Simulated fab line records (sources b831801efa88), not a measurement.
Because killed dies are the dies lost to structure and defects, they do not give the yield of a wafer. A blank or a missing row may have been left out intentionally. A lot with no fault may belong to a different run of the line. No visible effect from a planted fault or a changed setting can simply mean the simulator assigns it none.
fab line records / flow gf180mcu
[record] lots = 14 wafers = 42 lastDay = 34
route steps=602 shown V4@500 MIM@504
lots that met no fault: taken from a fault-free run of the same line
startH: the number of hours between the record's first day and the start of the first shown wafer of the lot / waitH: hours elapsed since this lot's preceding step / " unchanged from the row above / L1.1+2: several wafers, shown together as one row / - no value present, or no start provided / * or withheld: withheld / < > ~ a bound
route shown NAME@n: NAME is a module with steps in the file, n the number in the route of the first one / usual: mean/standard deviation taken from wafers without a fault / same: alike in all rows / chamber/n: place in a boat / sites: per-site readings / _std_site: their standard deviation / _edge_site: inner sites' mean taken away from outer sites' mean / radiusMm: how far each site lies from the wafer's centre / mask NAME#n: copy n / behind: tool/chamber where the wafer was last shaped / hold: the reason the lot was held/the length of the hold in hours/how it ended / device: the n, p or np transistor that did not switch / end of line: at the end of the route, the tests of the same wafers / for a step that has no rows: nothing shown but its recipe / killed: dies lost to structure and defects at the first sort, not the wafer's yield / map: dies across one wafer; x = killed, . = not, _ = none there
set.NAME: the setting that was run; set.NAME@STEP: the one run at that earlier step / model.NAME: the simulator's own value behind a step, which no gauge read
a sample of lots followed through the steps of the route, with each step as a table and each wafer as a row
services: from which hour (startH, from the record's first day; less than 0 if before it) a tool's chamber was out of use, for how many hours, and why
[[steps]]
[step GF_V4_RS_MEAS_24]
[recipe] thkMeasGauge = four-point-probe reads = W_of_V4_CVD_23+TiN_of_V4_SPUTTER_22+Ti_of_V4_SPUTTER_21
[usual] V4_W_RS = 0.329/0.0036
lot.wafer=L722.1 tool=filmMetro-01 chamber=- startH=557.00 waitH=0.1 V4_W_RS[ohm/sq]=0.334
lot.wafer=L722.3 tool=filmMetro-01 chamber=- startH=557.00 waitH=0.1 V4_W_RS[ohm/sq]=0.330
lot.wafer=L722.5 tool=filmMetro-01 chamber=- startH=557.00 waitH=0.1 V4_W_RS[ohm/sq]=0.330
lot.wafer=L723.2 tool=filmMetro-01 chamber=- startH=561.27 waitH=0.1 V4_W_RS[ohm/sq]=0.333
lot.wafer=L723.3 tool=filmMetro-01 chamber=- startH=561.27 waitH=0.1 V4_W_RS[ohm/sq]=0.332
lot.wafer=L723.5 tool=filmMetro-01 chamber=- startH=561.27 waitH=0.1 V4_W_RS[ohm/sq]=0.335
lot.wafer=L724.3 tool=filmMetro-01 chamber=- startH=574.44 waitH=0.1 V4_W_RS[ohm/sq]=0.332
lot.wafer=L724.5 tool=filmMetro-01 chamber=- startH=574.44 waitH=0.1 V4_W_RS[ohm/sq]=0.330
lot.wafer=L724.6 tool=filmMetro-01 chamber=- startH=574.44 waitH=0.1 V4_W_RS[ohm/sq]=0.332
lot.wafer=L725.3 tool=filmMetro-04 chamber=- startH=580.42 waitH=0.1 V4_W_RS[ohm/sq]=0.336
lot.wafer=L725.4 tool=filmMetro-04 chamber=- startH=580.42 waitH=0.1 V4_W_RS[ohm/sq]=0.330
lot.wafer=L725.6 tool=filmMetro-04 chamber=- startH=580.42 waitH=0.1 V4_W_RS[ohm/sq]=0.331
lot.wafer=L726.1 tool=filmMetro-04 chamber=- startH=598.09 waitH=0.1 V4_W_RS[ohm/sq]=0.324
lot.wafer=L726.2 tool=filmMetro-04 chamber=- startH=598.09 waitH=0.1 V4_W_RS[ohm/sq]=0.319
lot.wafer=L726.4 tool=filmMetro-04 chamber=- startH=598.09 waitH=0.1 V4_W_RS[ohm/sq]=0.322
lot.wafer=L727.2 tool=filmMetro-01 chamber=- startH=600.32 waitH=0.1 V4_W_RS[ohm/sq]=0.325
lot.wafer=L727.3 tool=filmMetro-01 chamber=- startH=600.32 waitH=0.1 V4_W_RS[ohm/sq]=0.327
lot.wafer=L727.4 tool=filmMetro-01 chamber=- startH=600.32 waitH=0.1 V4_W_RS[ohm/sq]=0.324
lot.wafer=L728.3 tool=filmMetro-02 chamber=- startH=608.78 waitH=0.1 V4_W_RS[ohm/sq]=0.329
lot.wafer=L728.4 tool=filmMetro-02 chamber=- startH=608.78 waitH=0.1 V4_W_RS[ohm/sq]=0.329
lot.wafer=L728.5 tool=filmMetro-02 chamber=- startH=608.78 waitH=0.1 V4_W_RS[ohm/sq]=0.328
lot.wafer=L729.1 tool=filmMetro-02 chamber=- startH=620.22 waitH=0.1 V4_W_RS[ohm/sq]=0.325
lot.wafer=L729.3 tool=filmMetro-02 chamber=- startH=620.22 waitH=0.1 V4_W_RS[ohm/sq]=0.326
lot.wafer=L729.6 tool=filmMetro-02 chamber=- startH=620.22 waitH=0.1 V4_W_RS[ohm/sq]=0.326
lot.wafer=L735.3 tool=filmMetro-04 chamber=- startH=672.17 waitH=0.1 V4_W_RS[ohm/sq]=0.327
lot.wafer=L735.4 tool=filmMetro-04 chamber=- startH=672.17 waitH=0.1 V4_W_RS[ohm/sq]=0.326
lot.wafer=L735.6 tool=filmMetro-04 chamber=- startH=672.17 waitH=0.1 V4_W_RS[ohm/sq]=0.330
lot.wafer=L737.3 tool=filmMetro-02 chamber=- startH=675.73 waitH=0.1 V4_W_RS[ohm/sq]=0.334
lot.wafer=L737.4 tool=filmMetro-02 chamber=- startH=675.73 waitH=0.1 V4_W_RS[ohm/sq]=0.328
lot.wafer=L737.6 tool=filmMetro-02 chamber=- startH=675.73 waitH=0.1 V4_W_RS[ohm/sq]=0.332
lot.wafer=L736.3 tool=filmMetro-02 chamber=- startH=682.02 waitH=0.1 V4_W_RS[ohm/sq]=0.332
lot.wafer=L736.4 tool=filmMetro-02 chamber=- startH=682.02 waitH=0.1 V4_W_RS[ohm/sq]=0.330
lot.wafer=L736.5 tool=filmMetro-02 chamber=- startH=682.02 waitH=0.1 V4_W_RS[ohm/sq]=0.328
lot.wafer=L741.1 tool=filmMetro-01 chamber=- startH=712.69 waitH=0.1 V4_W_RS[ohm/sq]=0.334
lot.wafer=L741.2 tool=filmMetro-01 chamber=- startH=712.69 waitH=0.1 V4_W_RS[ohm/sq]=0.327
lot.wafer=L741.4 tool=filmMetro-01 chamber=- startH=712.69 waitH=0.1 V4_W_RS[ohm/sq]=0.328
lot.wafer=L744.4 tool=filmMetro-01 chamber=- startH=723.69 waitH=0.1 V4_W_RS[ohm/sq]=0.329
lot.wafer=L744.5 tool=filmMetro-01 chamber=- startH=723.69 waitH=0.1 V4_W_RS[ohm/sq]=0.328
lot.wafer=L744.6 tool=filmMetro-01 chamber=- startH=723.69 waitH=0.1 V4_W_RS[ohm/sq]=0.329
lot.wafer=L745.2 tool=filmMetro-01 chamber=- startH=730.13 waitH=0.1 V4_W_RS[ohm/sq]=0.324
lot.wafer=L745.3 tool=filmMetro-01 chamber=- startH=730.13 waitH=0.1 V4_W_RS[ohm/sq]=0.324
lot.wafer=L745.5 tool=filmMetro-01 chamber=- startH=730.13 waitH=0.1 V4_W_RS[ohm/sq]=0.326
[step GF_MIM_SPUTTER_01]
[recipe] material = TiN targetThkNm = 30 powerW = 6500 timeS = 25 chamberPressurePa = 0.4
[usual] cathodeDcPowerW = 6500.0/1.2 chamberPressurePa = 0.4001/0.00069 throttleValvePct = 29.6/1.3
lot.wafer=L722.1 tool=pvdSputter-01 chamber=- startH=557.93 waitH=0.1 cathodeDcPowerW=6501.8 chamberPressurePa=0.4008 throttleValvePct=30.4
lot.wafer=L722.3 tool=pvdSputter-01 chamber=- startH=557.93 waitH=0.1 cathodeDcPowerW=6500.7 chamberPressurePa=0.4006 throttleValvePct=27.1
lot.wafer=L722.5 tool=pvdSputter-01 chamber=- startH=557.93 waitH=0.1 cathodeDcPowerW=6502.4 chamberPressurePa=0.3990 throttleValvePct=28.8
lot.wafer=L723.2 tool=pvdSputter-04 chamber=- startH=561.83 waitH=0.1 cathodeDcPowerW=6499.9 chamberPressurePa=0.3997 throttleValvePct=29.7
lot.wafer=L723.3 tool=pvdSputter-04 chamber=- startH=561.83 waitH=0.1 cathodeDcPowerW=6498.2 chamberPressurePa=0.4011 throttleValvePct=28.5
lot.wafer=L723.5 tool=pvdSputter-04 chamber=- startH=561.83 waitH=0.1 cathodeDcPowerW=6499.9 chamberPressurePa=0.3996 throttleValvePct=28.6
lot.wafer=L724.3 tool=pvdSputter-04 chamber=- startH=574.98 waitH=0.1 cathodeDcPowerW=6500.1 chamberPressurePa=0.3999 throttleValvePct=31.6
lot.wafer=L724.5 tool=pvdSputter-04 chamber=- startH=574.98 waitH=0.1 cathodeDcPowerW=6500.2 chamberPressurePa=0.4018 throttleValvePct=28.7
lot.wafer=L724.6 tool=pvdSputter-04 chamber=- startH=574.98 waitH=0.1 cathodeDcPowerW=6498.8 chamberPressurePa=0.4001 throttleValvePct=31.2
lot.wafer=L725.3 tool=pvdSputter-01 chamber=- startH=580.96 waitH=0.1 cathodeDcPowerW=6499.4 chamberPressurePa=0.3993 throttleValvePct=28.7
lot.wafer=L725.4 tool=pvdSputter-01 chamber=- startH=580.96 waitH=0.1 cathodeDcPowerW=6500.4 chamberPressurePa=0.4009 throttleValvePct=29.4
lot.wafer=L725.6 tool=pvdSputter-01 chamber=- startH=580.96 waitH=0.1 cathodeDcPowerW=6497.9 chamberPressurePa=0.4013 throttleValvePct=30.5
lot.wafer=L726.1 tool=pvdSputter-04 chamber=- startH=598.78 waitH=0.1 cathodeDcPowerW=6499.0 chamberPressurePa=0.4000 throttleValvePct=31.7
lot.wafer=L726.2 tool=pvdSputter-04 chamber=- startH=598.78 waitH=0.1 cathodeDcPowerW=6501.6 chamberPressurePa=0.4002 throttleValvePct=28.6
lot.wafer=L726.4 tool=pvdSputter-04 chamber=- startH=598.78 waitH=0.1 cathodeDcPowerW=6501.3 chamberPressurePa=0.3995 throttleValvePct=30.9
lot.wafer=L727.2 tool=pvdSputter-01 chamber=- startH=601.12 waitH=0.1 cathodeDcPowerW=6498.7 chamberPressurePa=0.4002 throttleValvePct=30.3
lot.wafer=L727.3 tool=pvdSputter-01 chamber=- startH=601.12 waitH=0.1 cathodeDcPowerW=6499.8 chamberPressurePa=0.4014 throttleValvePct=28.9
lot.wafer=L727.4 tool=pvdSputter-01 chamber=- startH=601.12 waitH=0.1 cathodeDcPowerW=6499.2 chamberPressurePa=0.3996 throttleValvePct=29.1
lot.wafer=L728.3 tool=pvdSputter-01 chamber=- startH=609.44 waitH=0.1 cathodeDcPowerW=6498.5 chamberPressurePa=0.3991 throttleValvePct=29.0
lot.wafer=L728.4 tool=pvdSputter-01 chamber=- startH=609.44 waitH=0.1 cathodeDcPowerW=6499.7 chamberPressurePa=0.4001 throttleValvePct=27.5
lot.wafer=L728.5 tool=pvdSputter-01 chamber=- startH=609.44 waitH=0.1 cathodeDcPowerW=6498.7 chamberPressurePa=0.4008 throttleValvePct=29.0
lot.wafer=L729.1 tool=pvdSputter-01 chamber=- startH=620.88 waitH=0.1 cathodeDcPowerW=6500.1 chamberPressurePa=0.4001 throttleValvePct=29.2
lot.wafer=L729.3 tool=pvdSputter-01 chamber=- startH=620.88 waitH=0.1 cathodeDcPowerW=6501.2 chamberPressurePa=0.3990 throttleValvePct=27.3
lot.wafer=L729.6 tool=pvdSputter-01 chamber=- startH=620.88 waitH=0.1 cathodeDcPowerW=6500.1 chamberPressurePa=0.3999 throttleValvePct=28.8
lot.wafer=L735.3 tool=pvdSputter-04 chamber=- startH=672.71 waitH=0.1 cathodeDcPowerW=6500.3 chamberPressurePa=0.3991 throttleValvePct=31.2
lot.wafer=L735.4 tool=pvdSputter-04 chamber=- startH=672.71 waitH=0.1 cathodeDcPowerW=6499.6 chamberPressurePa=0.3996 throttleValvePct=31.7
lot.wafer=L735.6 tool=pvdSputter-04 chamber=- startH=672.71 waitH=0.1 cathodeDcPowerW=6500.0 chamberPressurePa=0.3994 throttleValvePct=31.4
lot.wafer=L737.3 tool=pvdSputter-04 chamber=- startH=676.27 waitH=0.1 cathodeDcPowerW=- chamberPressurePa=- throttleValvePct=-
lot.wafer=L737.4 tool=pvdSputter-04 chamber=- startH=676.27 waitH=0.1 cathodeDcPowerW=- chamberPressurePa=- throttleValvePct=-
lot.wafer=L737.6 tool=pvdSputter-04 chamber=- startH=676.27 waitH=0.1 cathodeDcPowerW=- chamberPressurePa=- throttleValvePct=-
lot.wafer=L736.3 tool=pvdSputter-01 chamber=- startH=682.56 waitH=0.1 cathodeDcPowerW=- chamberPressurePa=- throttleValvePct=-
lot.wafer=L736.4 tool=pvdSputter-01 chamber=- startH=682.56 waitH=0.1 cathodeDcPowerW=- chamberPressurePa=- throttleValvePct=-
lot.wafer=L736.5 tool=pvdSputter-01 chamber=- startH=682.56 waitH=0.1 cathodeDcPowerW=- chamberPressurePa=- throttleValvePct=-
lot.wafer=L741.1 tool=pvdSputter-04 chamber=- startH=713.27 waitH=0.1 cathodeDcPowerW=6498.4 chamberPressurePa=0.4011 throttleValvePct=31.3
lot.wafer=L741.2 tool=pvdSputter-04 chamber=- startH=713.27 waitH=0.1 cathodeDcPowerW=6501.5 chamberPressurePa=0.3998 throttleValvePct=30.0
lot.wafer=L741.4 tool=pvdSputter-04 chamber=- startH=713.27 waitH=0.1 cathodeDcPowerW=6500.4 chamberPressurePa=0.4006 throttleValvePct=31.8
lot.wafer=L744.4 tool=pvdSputter-02 chamber=- startH=724.21 waitH=0.1 cathodeDcPowerW=6501.1 chamberPressurePa=0.3991 throttleValvePct=28.3
lot.wafer=L744.5 tool=pvdSputter-02 chamber=- startH=724.21 waitH=0.1 cathodeDcPowerW=6500.2 chamberPressurePa=0.4000 throttleValvePct=28.8
lot.wafer=L744.6 tool=pvdSputter-02 chamber=- startH=724.21 waitH=0.1 cathodeDcPowerW=6498.4 chamberPressurePa=0.3994 throttleValvePct=28.6
lot.wafer=L745.2 tool=pvdSputter-04 chamber=- startH=730.69 waitH=0.1 cathodeDcPowerW=6499.4 chamberPressurePa=0.4007 throttleValvePct=31.1
lot.wafer=L745.3 tool=pvdSputter-04 chamber=- startH=730.69 waitH=0.1 cathodeDcPowerW=6499.5 chamberPressurePa=0.3999 throttleValvePct=30.2
lot.wafer=L745.5 tool=pvdSputter-04 chamber=- startH=730.69 waitH=0.1 cathodeDcPowerW=6501.0 chamberPressurePa=0.4001 throttleValvePct=30.2
[step GF_MIM_SPUTTER_08]
[recipe] material = AlCu targetThkNm = 200 powerW = 10600 timeS = 10.6 chamberPressurePa = 0.4
[usual] cathodeDcPowerW = 10600/2.1 chamberPressurePa = 0.4000/0.0008 throttleValvePct = 29.4/1.1
lot.wafer=L722.1 tool=pvdSputter-02 chamber=- startH=558.19 waitH=0.0 cathodeDcPowerW=10601 chamberPressurePa=0.4001 throttleValvePct=28.7
lot.wafer=L722.3 tool=pvdSputter-02 chamber=- startH=558.19 waitH=0.0 cathodeDcPowerW=10601 chamberPressurePa=0.4007 throttleValvePct=30.3
lot.wafer=L722.5 tool=pvdSputter-02 chamber=- startH=558.19 waitH=0.0 cathodeDcPowerW=10600 chamberPressurePa=0.4002 throttleValvePct=30.1
lot.wafer=L723.2 tool=pvdSputter-02 chamber=- startH=562.09 waitH=0.0 cathodeDcPowerW=10600 chamberPressurePa=0.3998 throttleValvePct=30.0
lot.wafer=L723.3 tool=pvdSputter-02 chamber=- startH=562.09 waitH=0.0 cathodeDcPowerW=10600 chamberPressurePa=0.4000 throttleValvePct=30.5
lot.wafer=L723.5 tool=pvdSputter-02 chamber=- startH=562.09 waitH=0.0 cathodeDcPowerW=10602 chamberPressurePa=0.3992 throttleValvePct=28.3
lot.wafer=L724.3 tool=pvdSputter-01 chamber=- startH=575.24 waitH=0.0 cathodeDcPowerW=10600 chamberPressurePa=0.3994 throttleValvePct=27.5
lot.wafer=L724.5 tool=pvdSputter-01 chamber=- startH=575.24 waitH=0.0 cathodeDcPowerW=10597 chamberPressurePa=0.3993 throttleValvePct=27.6
lot.wafer=L724.6 tool=pvdSputter-01 chamber=- startH=575.24 waitH=0.0 cathodeDcPowerW=10601 chamberPressurePa=0.4007 throttleValvePct=28.9
lot.wafer=L725.3 tool=pvdSputter-02 chamber=- startH=581.21 waitH=0.0 cathodeDcPowerW=10600 chamberPressurePa=0.4006 throttleValvePct=28.8
lot.wafer=L725.4 tool=pvdSputter-02 chamber=- startH=581.21 waitH=0.0 cathodeDcPowerW=10599 chamberPressurePa=0.3992 throttleValvePct=28.3
lot.wafer=L725.6 tool=pvdSputter-02 chamber=- startH=581.21 waitH=0.0 cathodeDcPowerW=10599 chamberPressurePa=0.4007 throttleValvePct=28.5
lot.wafer=L726.1 tool=pvdSputter-02 chamber=- startH=599.04 waitH=0.0 cathodeDcPowerW=10602 chamberPressurePa=0.3985 throttleValvePct=28.6
lot.wafer=L726.2 tool=pvdSputter-02 chamber=- startH=599.04 waitH=0.0 cathodeDcPowerW=10599 chamberPressurePa=0.3990 throttleValvePct=29.8
lot.wafer=L726.4 tool=pvdSputter-02 chamber=- startH=599.04 waitH=0.0 cathodeDcPowerW=10596 chamberPressurePa=0.3998 throttleValvePct=30.4
lot.wafer=L727.2 tool=pvdSputter-02 chamber=- startH=601.38 waitH=0.0 cathodeDcPowerW=10599 chamberPressurePa=0.4013 throttleValvePct=28.3
lot.wafer=L727.3 tool=pvdSputter-02 chamber=- startH=601.38 waitH=0.0 cathodeDcPowerW=10597 chamberPressurePa=0.4000 throttleValvePct=29.0
lot.wafer=L727.4 tool=pvdSputter-02 chamber=- startH=601.38 waitH=0.0 cathodeDcPowerW=10602 chamberPressurePa=0.3992 throttleValvePct=29.9
lot.wafer=L728.3 tool=pvdSputter-04 chamber=- startH=609.69 waitH=0.0 cathodeDcPowerW=10596 chamberPressurePa=0.4011 throttleValvePct=31.6
lot.wafer=L728.4 tool=pvdSputter-04 chamber=- startH=609.69 waitH=0.0 cathodeDcPowerW=10599 chamberPressurePa=0.3998 throttleValvePct=28.6
lot.wafer=L728.5 tool=pvdSputter-04 chamber=- startH=609.69 waitH=0.0 cathodeDcPowerW=10599 chamberPressurePa=0.3995 throttleValvePct=31.3
lot.wafer=L729.1 tool=pvdSputter-02 chamber=- startH=621.14 waitH=0.0 cathodeDcPowerW=10599 chamberPressurePa=0.4011 throttleValvePct=28.8
lot.wafer=L729.3 tool=pvdSputter-02 chamber=- startH=621.14 waitH=0.0 cathodeDcPowerW=10600 chamberPressurePa=0.3993 throttleValvePct=28.2
lot.wafer=L729.6 tool=pvdSputter-02 chamber=- startH=621.14 waitH=0.0 cathodeDcPowerW=10600 chamberPressurePa=0.3988 throttleValvePct=30.5
lot.wafer=L735.3 tool=pvdSputter-02 chamber=- startH=672.98 waitH=0.0 cathodeDcPowerW=10596 chamberPressurePa=0.3999 throttleValvePct=29.9
lot.wafer=L735.4 tool=pvdSputter-02 chamber=- startH=672.98 waitH=0.0 cathodeDcPowerW=10599 chamberPressurePa=0.3984 throttleValvePct=28.8
lot.wafer=L735.6 tool=pvdSputter-02 chamber=- startH=672.98 waitH=0.0 cathodeDcPowerW=10603 chamberPressurePa=0.4011 throttleValvePct=29.7
lot.wafer=L737.3 tool=pvdSputter-01 chamber=- startH=676.55 waitH=0.0 cathodeDcPowerW=10600 chamberPressurePa=0.3998 throttleValvePct=29.2
lot.wafer=L737.4 tool=pvdSputter-01 chamber=- startH=676.55 waitH=0.0 cathodeDcPowerW=10600 chamberPressurePa=0.4003 throttleValvePct=28.7
lot.wafer=L737.6 tool=pvdSputter-01 chamber=- startH=676.55 waitH=0.0 cathodeDcPowerW=10598 chamberPressurePa=0.3992 throttleValvePct=30.3
lot.wafer=L736.3 tool=pvdSputter-02 chamber=- startH=682.81 waitH=0.0 cathodeDcPowerW=10603 chamberPressurePa=0.4002 throttleValvePct=30.3
lot.wafer=L736.4 tool=pvdSputter-02 chamber=- startH=682.81 waitH=0.0 cathodeDcPowerW=10598 chamberPressurePa=0.3997 throttleValvePct=28.5
lot.wafer=L736.5 tool=pvdSputter-02 chamber=- startH=682.81 waitH=0.0 cathodeDcPowerW=10601 chamberPressurePa=0.3998 throttleValvePct=28.0
lot.wafer=L741.1 tool=pvdSputter-02 chamber=- startH=713.53 waitH=0.0 cathodeDcPowerW=10597 chamberPressurePa=0.3999 throttleValvePct=30.2
lot.wafer=L741.2 tool=pvdSputter-02 chamber=- startH=713.53 waitH=0.0 cathodeDcPowerW=10605 chamberPressurePa=0.4011 throttleValvePct=29.0
lot.wafer=L741.4 tool=pvdSputter-02 chamber=- startH=713.53 waitH=0.0 cathodeDcPowerW=10603 chamberPressurePa=0.3993 throttleValvePct=28.3
lot.wafer=L744.4 tool=pvdSputter-04 chamber=- startH=724.47 waitH=0.0 cathodeDcPowerW=10602 chamberPressurePa=0.3990 throttleValvePct=31.3
lot.wafer=L744.5 tool=pvdSputter-04 chamber=- startH=724.47 waitH=0.0 cathodeDcPowerW=10598 chamberPressurePa=0.4008 throttleValvePct=31.9
lot.wafer=L744.6 tool=pvdSputter-04 chamber=- startH=724.47 waitH=0.0 cathodeDcPowerW=10600 chamberPressurePa=0.3991 throttleValvePct=30.2
lot.wafer=L745.2 tool=pvdSputter-02 chamber=- startH=730.96 waitH=0.0 cathodeDcPowerW=10604 chamberPressurePa=0.4005 throttleValvePct=30.3
lot.wafer=L745.3 tool=pvdSputter-02 chamber=- startH=730.96 waitH=0.0 cathodeDcPowerW=10599 chamberPressurePa=0.4008 throttleValvePct=28.1
lot.wafer=L745.5 tool=pvdSputter-02 chamber=- startH=730.96 waitH=0.0 cathodeDcPowerW=10598 chamberPressurePa=0.3990 throttleValvePct=29.8
[[services]]
tool=pvdSputter-02 chamber=- startH=581.45 hours=1.3 kind=repair
tool=pvdSputter-02 chamber=- startH=636.00 hours=3.1 kind=repair
[[key]]
[firstSign] step = GF_MIM_SPUTTER_01 reading = toolRecord direction = missing
effect none on later readings
metAt GF_MIM_SPUTTER_01
struckLots L736,L737
laterRowsLeftOut L736.3,L736.4,L736.5,L737.3,L737.4,L737.6
sortLeftOut L736.3,L736.4,L736.5,L737.3,L737.4,L737.6
notActingAt GF_V4_RS_MEAS_24,GF_MIM_SPUTTER_08
onsetBetween 672.71 676.27
[fault] kind = skippedStepWhole tool = pvdSputter-01,pvdSputter-04 chamber = - onsetH = 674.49 steps = GF_MIM_SPUTTER_01 scope = struckLotsOnly
// sortLeftOut: the simulated sort isn't trusted on such a fault, so these wafers' sort isn't shown, and their yield isn't known
// laterRowsLeftOut: the simulator's readings of these wafers behind a module that went badly wrong aren't trusted and aren't shown, but for the sort
